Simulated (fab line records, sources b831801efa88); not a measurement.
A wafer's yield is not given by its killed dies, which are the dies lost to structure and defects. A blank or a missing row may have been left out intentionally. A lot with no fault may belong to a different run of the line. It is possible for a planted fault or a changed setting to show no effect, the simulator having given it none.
Which tool is to blame?    flow sky130    42 wafers from 14 lots sampled at 5 of the route's 708 steps

WHAT THE GAUGES READ, wafer by wafer
SKY_FIELD_ISO_THK_MEAS_04. Usual: for FIELD_ISO_CVD_03_THK the level is 166.7 nm and the standard deviation is 1.5.
lot   measured     on             FIELD_ISO_CVD_03_THK (nm)  flag
L626  day 1 14:24  film-metro-01  168.2 168.0 167.7          
L627  day 1 18:29  film-metro-04  166.9 167.6 166.9          
L628  day 2 00:57  film-metro-03  168.1 168.1 168.3          
L631  day 2 16:18  film-metro-03  163.7 164.0 163.8          
L632  day 2 23:07  film-metro-04  165.4 163.1 164.4          
L635  day 3 14:09  film-metro-01  165.5 165.6 166.1          
L636  day 3 18:52  film-metro-01  164.4 163.9 164.4          
L637  day 4 02:58  film-metro-03  166.1 166.6 165.7          
L640  day 4 17:10  film-metro-03  165.8 165.9 165.8          
L642  day 5 02:35  film-metro-04  165.2 164.6 166.1          
L643  day 5 05:43  film-metro-03  167.7 168.1 168.0          
L646  day 5 18:08  film-metro-01  167.4 166.3 166.0          
L647  day 5 23:29  film-metro-01  166.5 166.0 166.9          
L649  day 6 08:55  film-metro-01  166.3 167.5 167.2          

SKY_FIELD_ISO_CD_MEAS_13: target cd 150 nm. Usual: cd-nm at 150.3 nm, with a standard deviation of 1.7.
lot   measured     on         cd-nm (nm)         flag
L626  day 2 04:46  cd-sem-02  152.2 153.2 151.4  
L627  day 2 08:55  cd-sem-02  149.0 148.2 148.5  
L628  day 2 15:40  cd-sem-02  151.6 152.1 151.0  
L631  day 3 07:06  cd-sem-02  151.1 149.2 150.2  
L632  day 3 14:42  cd-sem-02  152.4 152.4 152.2  
L635  day 4 05:47  cd-sem-02  148.2 150.1 151.9  
L636  day 4 10:38  cd-sem-02  148.3 150.9 148.7  
L637  day 4 18:20  cd-sem-02  150.4 150.1 150.7  
L640  day 5 09:52  cd-sem-02  149.1 148.5 150.0  
L642  day 5 20:21  cd-sem-02  150.9 150.0 150.4  
L643  day 5 23:04  cd-sem-02  149.2 150.0 151.0  
L646  day 6 12:19  cd-sem-02  154.8 153.8 155.2  
L647  day 6 18:32  cd-sem-01  152.3 151.5 152.0  
L649  day 7 03:17  cd-sem-02  149.0 148.6 149.5  

SKY_NWELL_OVL_MEAS_23. Usual: for NWELL_01_OVL the level is 0.3 nm and the standard deviation is 1.3.
lot   measured      on          NWELL_01_OVL (nm)  flag
L626  day 5 02:38   overlay-02  -0.1 0.8 0.7       
L627  day 5 08:31   overlay-02  1.4 2.1 1.6        
L628  day 5 17:35   overlay-01  2.1 1.9 1.6        
L631  day 6 10:10   overlay-02  0.4 0.9 1.2        
L632  day 7 02:38   overlay-02  0.7 0.9 0.6        
L635  day 8 01:31   overlay-02  -1.3 -2.1 -1.3     
L636  day 8 04:19   overlay-01  0.1 0.9 0.2        
L637  day 8 08:52   overlay-01  1.7 1.8 0.6        
L640  day 9 00:02   overlay-02  2.0 - -            
L642  day 9 11:17   overlay-02  1.3 0.6 0.1        
L643  day 9 15:32   overlay-02  - -0.3 -           
L646  day 10 09:40  overlay-02  -0.5 -1.6 -0.4     
L647  day 10 15:31  overlay-02  -0.9 -0.6 -1.0     
L649  day 11 00:13  overlay-01  -0.7 0.9 -0.3      

SKY_VT_ADJUST_HVTP_OVL_MEAS_08. Usual: for VT_ADJUST_HVTP_OVL the level is 1.2 nm and the standard deviation is 1.3.
lot   measured      on          VT_ADJUST_HVTP_OVL (nm)  flag
L626  day 5 21:10   overlay-01  1.9 2.9 0.2              
L627  day 6 03:15   overlay-01  3.7 2.5 0.3              
L628  day 6 12:41   overlay-01  -0.3 1.5 0.5             
L631  day 7 05:58   overlay-02  0.1 1.3 -1.3             
L632  day 7 22:32   overlay-01  1.6 1.7 0.6              
L635  day 8 22:30   overlay-02  1.3 0.6 -0.4             
L636  day 9 01:19   overlay-02  -1.2 0.6 -1.7            
L637  day 9 06:21   overlay-02  1.8 1.4 0.5              
L640  day 9 22:08   overlay-02  1.3 1.5 0.2              
L642  day 10 09:58  overlay-02  2.2 2.2 0.9              
L643  day 10 14:21  overlay-01  1.1 0.8 1.2              
L646  day 11 08:54  overlay-01  1.0 1.1 1.9              
L647  day 11 14:49  overlay-01  0.2 -1.7 -1.1            
L649  day 12 00:24  overlay-01  1.1 2.0 3.6              

WHICH TOOL RAN EACH LOT (tool, then ch and the chambers of the sampled wafers, then the start)
lot   SKY_NWELL_DEVELOP_22
L626  litho-track-03 ch 0, day 5 02:00
L627  litho-track-01 ch 0, day 5 08:00
L628  litho-track-03 ch 0, day 5 17:00
L631  litho-track-04 ch 0, day 6 10:00
L632  litho-track-03 ch 0, day 7 02:00
L635  litho-track-04 ch 0, day 8 01:00
L636  litho-track-04 ch 0, day 8 04:00
L637  litho-track-04 ch 0, day 8 08:00
L640  litho-track-03 ch 0, day 8 23:00
L642  litho-track-01 ch 0, day 9 11:00
L643  litho-track-03 ch 0, day 9 15:00
L646  litho-track-04 ch 0, day 10 09:00
L647  litho-track-04 ch 0, day 10 15:00
L649  litho-track-04 ch 0, day 11 00:00
- SKY_NWELL_DEVELOP_22: develop time 60 s.

WHAT THE TOOLS THEMSELVES READ (means of the sampled wafers that have a number; where no wafer has one, the mark that the record gives instead)
SKY_NWELL_DEVELOP_22. Usual: developer-temp-C at 23.02 C, with a standard deviation of 0.096.
lot   tool            developer-temp-C (C)  flag
L626  litho-track-03  23.00                 
L627  litho-track-01  22.94                 
L628  litho-track-03  23.01                 
L631  litho-track-04  23.03                 
L632  litho-track-03  22.86                 
L635  litho-track-04  22.95                 
L636  litho-track-04  23.08                 
L637  litho-track-04  22.97                 
L640  litho-track-03  23.09                 
L642  litho-track-01  23.01                 
L643  litho-track-03  23.06                 
L646  litho-track-04  23.08                 
L647  litho-track-04  22.98                 
L649  litho-track-04  23.00                 

THE ANSWER, worked out from the rows above alone
Rule: take the mean of a lot's wafers that have a number; if it is more than 3 standard deviations from the usual mean, the lot is off. A lot without any number at a reading at which 4 lots or more have one is off too. Where the step has rows for the other lots, those lots are counted as sound. First the gauges in route order, then the tools' own readings, where a lot's mean is used as printed above. The first step at which some lot is off is used, and at that step the reading that is off furthest; a lot without a number counts as furthest.
No lot is off at any reading shown: from this, nothing can be told.

WHAT HAD BEEN PUT IN BY THE SIMULATOR
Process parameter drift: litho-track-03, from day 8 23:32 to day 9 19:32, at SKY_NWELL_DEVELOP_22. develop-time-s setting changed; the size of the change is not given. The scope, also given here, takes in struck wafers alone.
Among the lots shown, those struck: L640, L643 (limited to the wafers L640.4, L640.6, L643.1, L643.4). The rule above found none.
